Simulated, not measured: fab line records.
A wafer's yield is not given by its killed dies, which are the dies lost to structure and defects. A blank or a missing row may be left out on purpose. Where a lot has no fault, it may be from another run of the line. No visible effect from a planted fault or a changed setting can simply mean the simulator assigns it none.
Chamber matching ; flow sky130 ; SKY_VIA2_ETCH_15 on rieDiel-01 has 4 sister chambers
The step etches SiO2 in C4F8/O2/Ar, stops on TiN, target depth 546 nm, time 84 s. 8 wafers are shown with their chamber, then 7 later ones without.

## EACH WAFER AND ITS CHAMBER
wafer;chamber;oesProductAu (a.u.)
L077.2;0;0.937
L077.6;0;0.930
L081.3;1;0.941
L085.2;1;0.936
L085.3;3;0.933
L085.6;2;0.935
L087.2;3;0.940
L087.5;2;0.942

## WAFERS WITH NO CHAMBER GIVEN
wafer;oesProductAu (a.u.)
L087.6;0.942
L091.1;0.941
L091.4;0.939
L091.5;0.942
L093.1;0.946
L093.4;0.940
L093.5;0.940

## THE CHAMBER EACH PASSED THROUGH
wafer;from the rows above;in truth
L087.6;can't be placed: 1 or 2 or 3 or 0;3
L091.1;can't be placed: 1 or 2 or 3 or 0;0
L091.4;can't be placed: 1 or 2 or 3 or 0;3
L091.5;can't be placed: 1 or 2 or 3 or 0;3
L093.1;can't be placed: 1 or 2 or 3 or 0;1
L093.4;can't be placed: 1 or 2 or 3 or 0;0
L093.5;can't be placed: 1 or 2 or 3 or 0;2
Correctly placed: 0 of 7. These rows do not allow placing 7 (true chamber among the candidates in 7). 0 placed wrongly.
How it was worked out, from the rows above alone: a wafer's distance from a chamber is the root of the sum, over the readings, of the square of ((its reading less the chamber's mean) divided by the reading's scatter). The wafer belongs to the nearest chamber; if the next one is less than 2 further off, it can't be placed. Each chamber's mean is taken over the wafers shown for it. The scatter is the square root of a quotient: the sum, over the shown wafers, of each reading's squared deviation from its chamber's mean, divided by wafers minus chambers.
